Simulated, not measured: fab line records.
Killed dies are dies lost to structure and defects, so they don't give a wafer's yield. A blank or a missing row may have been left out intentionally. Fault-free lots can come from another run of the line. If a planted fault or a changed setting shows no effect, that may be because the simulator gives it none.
Which tool is to blame? :: flow sky130 :: 39 wafers from 13 lots sampled at 4 of the route's 708 steps

WHAT THE GAUGES READ, wafer by wafer
SKY_POLY_GATE_THK_MEAS_21.
lot: L343
measured: day 16 10:47
on: film_metro-04
POLY_GATE_OXIDATION_THK (nm): 3.72 3.82 3.85

lot: L344
measured: day 16 16:30
on: film_metro-03
POLY_GATE_OXIDATION_THK (nm): 4.02 4.06 4.02

lot: L345
measured: day 17 08:29
on: film_metro-04
POLY_GATE_OXIDATION_THK (nm): 4.01 3.95 3.91

lot: L347
measured: day 18 00:36
on: film_metro-03
POLY_GATE_OXIDATION_THK (nm): 3.97 4.00 3.97

lot: L348
measured: day 18 03:24
on: film_metro-04
POLY_GATE_OXIDATION_THK (nm): 3.90 3.83 3.93

lot: L349
measured: day 18 20:24
on: film_metro-04
POLY_GATE_OXIDATION_THK (nm): 4.00 3.93 3.99

lot: L352
measured: day 19 19:38
on: film_metro-02
POLY_GATE_OXIDATION_THK (nm): 3.98 3.87 3.98

lot: L359
measured: day 22 07:05
on: film_metro-04
POLY_GATE_OXIDATION_THK (nm): 4.13 4.17 4.11

lot: L360
measured: day 22 19:53
on: film_metro-03
POLY_GATE_OXIDATION_THK (nm): 4.04 3.98 3.91

lot: L363
measured: day 23 21:20
on: film_metro-02
POLY_GATE_OXIDATION_THK (nm): 4.03 4.09 3.98

lot: L364
measured: day 24 03:31
on: film_metro-04
POLY_GATE_OXIDATION_THK (nm): 3.99 4.02 4.01

lot: L365
measured: day 24 14:50
on: film_metro-04
POLY_GATE_OXIDATION_THK (nm): 3.98 3.92 3.99

lot: L366
measured: day 25 02:50
on: film_metro-03
POLY_GATE_OXIDATION_THK (nm): 3.94 4.09 4.02

SKY_SD_N_CD_MEAS_07: the cd target is 380 nm.
lot: L343
measured: day 27 21:02
on: cd_sem-01
cd_nm (nm): 377.8 379.5 378.7

lot: L344
measured: day 28 00:40
on: cd_sem-02
cd_nm (nm): 375.3 376.5 374.9

lot: L345
measured: day 28 18:14
on: cd_sem-01
cd_nm (nm): 380.5 379.8 382.0

lot: L347
measured: day 29 07:54
on: cd_sem-01
cd_nm (nm): 382.7 381.7 380.9

lot: L348
measured: day 29 11:13
on: cd_sem-02
cd_nm (nm): 381.9 382.9 383.0

lot: L349
measured: day 30 02:55
on: cd_sem-01
cd_nm (nm): 332.1 335.0 334.0

lot: L352
measured: day 31 01:35
on: cd_sem-02
cd_nm (nm): 382.1 382.5 381.4

lot: L359
measured: day 33 07:05
on: cd_sem-02
cd_nm (nm): 380.0 379.6 382.0

lot: L360
measured: day 33 17:33
on: cd_sem-02
cd_nm (nm): 383.5 381.9 383.8

lot: L363
measured: day 34 16:02
on: cd_sem-02
cd_nm (nm): 381.2 381.5 382.2

lot: L364
measured: day 34 23:19
on: cd_sem-02
cd_nm (nm): 378.4 379.1 376.9

lot: L365
measured: day 35 07:01
on: cd_sem-02
cd_nm (nm): 376.7 376.9 378.1

lot: L366
measured: day 35 18:42
on: cd_sem-01
cd_nm (nm): 377.0 374.7 373.4

WHICH TOOL RAN EACH LOT (tool, then ch and the chambers of the sampled wafers, then the start)
lot: L343
SKY_LDD_LDN_STRIP_12: plasma_asher-04 ch 0,1, day 22 19:01
SKY_SD_N_EXPOSE_04: iline_stepper-02 ch 0, day 27 07:00

lot: L344
SKY_LDD_LDN_STRIP_12: plasma_asher-04 ch 0,1, day 23 00:45
SKY_SD_N_EXPOSE_04: iline_stepper-01 ch 0, day 27 10:49

lot: L345
SKY_LDD_LDN_STRIP_12: plasma_asher-02 ch 0,1, day 23 18:42
SKY_SD_N_EXPOSE_04: iline_stepper-01 ch 0, day 28 03:56

lot: L347
SKY_LDD_LDN_STRIP_12: plasma_asher-02 ch 0,1, day 24 09:28
SKY_SD_N_EXPOSE_04: iline_stepper-01 ch 0, day 28 17:55

lot: L348
SKY_LDD_LDN_STRIP_12: plasma_asher-02 ch 0,1, day 24 13:38
SKY_SD_N_EXPOSE_04: iline_stepper-01 ch 0, day 28 21:34

lot: L349
SKY_LDD_LDN_STRIP_12: plasma_asher-03 ch 0,1, day 25 05:43
SKY_SD_N_EXPOSE_04: iline_stepper-02 ch 0, day 29 12:46

lot: L352
SKY_LDD_LDN_STRIP_12: plasma_asher-04 ch 0,1, day 26 03:25
SKY_SD_N_EXPOSE_04: iline_stepper-02 ch 0, day 30 11:29

lot: L359
SKY_LDD_LDN_STRIP_12: plasma_asher-03 ch 0,1, day 28 12:31
SKY_SD_N_EXPOSE_04: iline_stepper-01 ch 0, day 32 18:40

lot: L360
SKY_LDD_LDN_STRIP_12: plasma_asher-04 ch 0,1, day 28 23:55
SKY_SD_N_EXPOSE_04: iline_stepper-02 ch 0, day 33 04:40

lot: L363
SKY_LDD_LDN_STRIP_12: plasma_asher-02 ch 0,1, day 30 01:49
SKY_SD_N_EXPOSE_04: iline_stepper-02 ch 0, day 34 02:43

lot: L364
SKY_LDD_LDN_STRIP_12: plasma_asher-03 ch 0,1, day 30 08:46
SKY_SD_N_EXPOSE_04: iline_stepper-01 ch 0, day 34 10:13

lot: L365
SKY_LDD_LDN_STRIP_12: plasma_asher-04 ch 0,1, day 30 17:10
SKY_SD_N_EXPOSE_04: iline_stepper-02 ch 0, day 34 18:32

lot: L366
SKY_LDD_LDN_STRIP_12: plasma_asher-04 ch 0,1, day 31 05:04
SKY_SD_N_EXPOSE_04: iline_stepper-02 ch 0, day 35 05:56
- SKY_LDD_LDN_STRIP_12: strips in O2/N2.
- SKY_SD_N_EXPOSE_04: exposes mask NSDM, target cd 380 nm.

AS READ BY THE TOOLS THEMSELVES (means over the sampled wafers that have a number; for cases with no such wafer, the mark the record gives instead)
SKY_LDD_LDN_STRIP_12.
lot: L343
tool: plasma_asher-04
drypump_motor_current_A (A): 5.1
o2_flow_sccm (sccm): 2989
oes_product_au (a.u.): 0.707
strip_time_to_endpoint_s (s): 14.16

lot: L344
tool: plasma_asher-04
drypump_motor_current_A (A): 5.2
o2_flow_sccm (sccm): 2993
oes_product_au (a.u.): 0.716
strip_time_to_endpoint_s (s): 14.16

lot: L345
tool: plasma_asher-02
drypump_motor_current_A (A): 6.0
o2_flow_sccm (sccm): 3003
oes_product_au (a.u.): 0.718
strip_time_to_endpoint_s (s): 14.20

lot: L347
tool: plasma_asher-02
drypump_motor_current_A (A): 6.0
o2_flow_sccm (sccm): 3000
oes_product_au (a.u.): 0.711
strip_time_to_endpoint_s (s): 14.22

lot: L348
tool: plasma_asher-02
drypump_motor_current_A (A): 6.0
o2_flow_sccm (sccm): 3001
oes_product_au (a.u.): 0.709
strip_time_to_endpoint_s (s): 14.19

lot: L349
tool: plasma_asher-03
drypump_motor_current_A (A): 6.3
o2_flow_sccm (sccm): 3002
oes_product_au (a.u.): 0.715
strip_time_to_endpoint_s (s): 14.19

lot: L352
tool: plasma_asher-04
drypump_motor_current_A (A): 5.2
o2_flow_sccm (sccm): 3001
oes_product_au (a.u.): 0.717
strip_time_to_endpoint_s (s): 14.19

lot: L359
tool: plasma_asher-03
drypump_motor_current_A (A): 6.3
o2_flow_sccm (sccm): 3006
oes_product_au (a.u.): 0.712
strip_time_to_endpoint_s (s): 14.14

lot: L360
tool: plasma_asher-04
drypump_motor_current_A (A): 5.1
o2_flow_sccm (sccm): 3007
oes_product_au (a.u.): 0.713
strip_time_to_endpoint_s (s): 14.22

lot: L363
tool: plasma_asher-02
drypump_motor_current_A (A): 6.0
o2_flow_sccm (sccm): 3001
oes_product_au (a.u.): 0.717
strip_time_to_endpoint_s (s): 14.22

lot: L364
tool: plasma_asher-03
drypump_motor_current_A (A): 6.3
o2_flow_sccm (sccm): 2993
oes_product_au (a.u.): 0.721
strip_time_to_endpoint_s (s): 14.20

lot: L365
tool: plasma_asher-04
drypump_motor_current_A (A): 5.2
o2_flow_sccm (sccm): 3001
oes_product_au (a.u.): 0.720
strip_time_to_endpoint_s (s): 14.23

lot: L366
tool: plasma_asher-04
drypump_motor_current_A (A): 5.2
o2_flow_sccm (sccm): 2990
oes_product_au (a.u.): 0.709
strip_time_to_endpoint_s (s): 14.23

THE ANSWER, worked out from the rows above alone
Rule: what is usual is taken from the lots themselves. Put in order of their means at a reading, lots are off if they are a third of the lots or fewer, leave a main group of 4 or more, and stand apart from it by a gap of 3 or more times the standard deviation of the main group's means; of several such gaps the widest counts. If all means in a main group match to the digits the tables above print for the reading, that group is not used. A lot without any number at a reading at which 4 lots or more have one is off too. Where the step has rows for the other lots, those lots are counted as sound. Order of review: gauges by route order, followed by the tools' own readings, for which a lot's mean as printed above is used. At the first step where some lot is off, the reading lying furthest off is the one used; lots without a number count as furthest.
Off: L349, at SKY_SD_N_CD_MEAS_07 (cd_nm). Mean 379.8 nm and standard deviation 2.6 in the main group.
If a tool, at a process step before that reading, ran all the lots that are off and no sound lot after the first of them, it fits. Gauges at SKY_SD_N_CD_MEAS_07: tried the same way as those tools. Of those tried, none fits.

WHAT WAS PUT IN BY THE SIMULATOR
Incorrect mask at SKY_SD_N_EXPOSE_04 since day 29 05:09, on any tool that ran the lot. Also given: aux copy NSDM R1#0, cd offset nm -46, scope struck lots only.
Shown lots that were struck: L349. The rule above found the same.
